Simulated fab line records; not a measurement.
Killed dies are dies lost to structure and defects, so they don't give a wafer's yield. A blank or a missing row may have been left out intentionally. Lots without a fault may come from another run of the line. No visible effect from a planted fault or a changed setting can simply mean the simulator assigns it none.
Comparing a struck lot with a sound one + flow sky130 + 15 out of 708 route steps
Sound: wafers L547.1, L547.2, L547.5. Struck: wafers L553.1, L553.3, L553.5. At the end, the cause is stated.
Per side, at each step with rows, come the tool, then ch with its chambers, and then its first start. Under that, the readings that differ: sound wafers + struck wafers + difference of the means + sigmas: that difference in standard deviations of wafers without a fault.
alike: a reading whose means differ by less than 2 such deviations, as well as words and numbers matching on both sides. not compared: withheld readings; readings where some wafer has no value; bounds like >300 that might hide an equal value; numbers whose values overlap and for which the record gives no deviation.
Wherever a step has rows on one side only, a row that says differs or no value, or a row with sigmas, the two part there. Numbers that have no deviation but don't overlap get no sigmas and don't part them. Lack of a reading on every wafer of one side parts them only where that side has two or more wafers.

first, 2 steps without rows for these wafers: SKY_METAL1_CLEAN_23 (cleans in O3/DIW); SKY_VIA1_HDPCVD_00 (deposits SiO2, target thk 1030 nm, time 171.7 s).
SKY_VIA1_THK_MEAS_01:
  sound on film-metro-02 at day 33 09:01; struck on film-metro-03 at day 36 15:42
  alike: VIA1_HDPCVD_THK
SKY_VIA1_CMP_02: polishes SiO2.
  sound on cmp-01 ch 0,1,3, day 33 09:08; struck on cmp-02 ch 0,1,3, day 36 15:52
  alike: motor-current-A
SKY_VIA1_BOW_MEAS_03:
  sound on film-metro-03 at day 33 09:23; struck on film-metro-03 at day 36 16:04
  alike: VIA1_BOW
then, 7 steps without rows for these wafers: SKY_VIA1_DEHYDRATE_04 (time 60 s); SKY_VIA1_HMDS_05 (prime time 60 s); SKY_VIA1_COAT_06 (resist thk 60 nm); SKY_VIA1_COAT_07 (resist thk 450 nm); SKY_VIA1_SOFTBAKE_08 (time 90 s); SKY_VIA1_EXPOSE_09 (exposes mask VIM, target cd 150 nm); SKY_VIA1_PEB_10.
SKY_VIA1_DEVELOP_11: develop time 60 s.
  sound on litho-track-04 ch 0, day 34 11:00; struck on litho-track-04 ch 0, day 37 18:00
| reading              | sound             | struck            | difference | sigmas |
|----------------------|-------------------|-------------------|------------|--------|
| developer-temp-C (C) | 21.06 21.19 20.98 | 20.04 20.21 20.24 | -0.91      | -10    |
SKY_VIA1_CD_MEAS_12: target cd 150 nm.
  sound on cd-sem-02 at day 34 11:39; struck on cd-sem-01 at day 37 18:09
| reading    | sound             | struck            | difference | sigmas |
|------------|-------------------|-------------------|------------|--------|
| cd-nm (nm) | 151.2 151.4 151.8 | 147.7 146.9 146.9 | -4.3       | -3     |
-- the record jumps here: 11 days lie between the struck wafers' starts before and after (it left off in module VIA1 and takes up again in module PAD_OPEN, whose first step shown is number 708 of the route) --
SKY_PAD_OPEN_PROBE_99:
  rows exist in the record for the struck wafers here (prober-02, day 48 09:50), but not for the sound ones

WHERE THEY PART
At SKY_VIA1_DEVELOP_11 first; at SKY_PAD_OPEN_PROBE_99 last (within this record only).

WHY: what the simulator had put in
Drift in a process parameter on litho-track-04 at SKY_VIA1_DEVELOP_11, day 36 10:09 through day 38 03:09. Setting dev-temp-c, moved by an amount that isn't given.
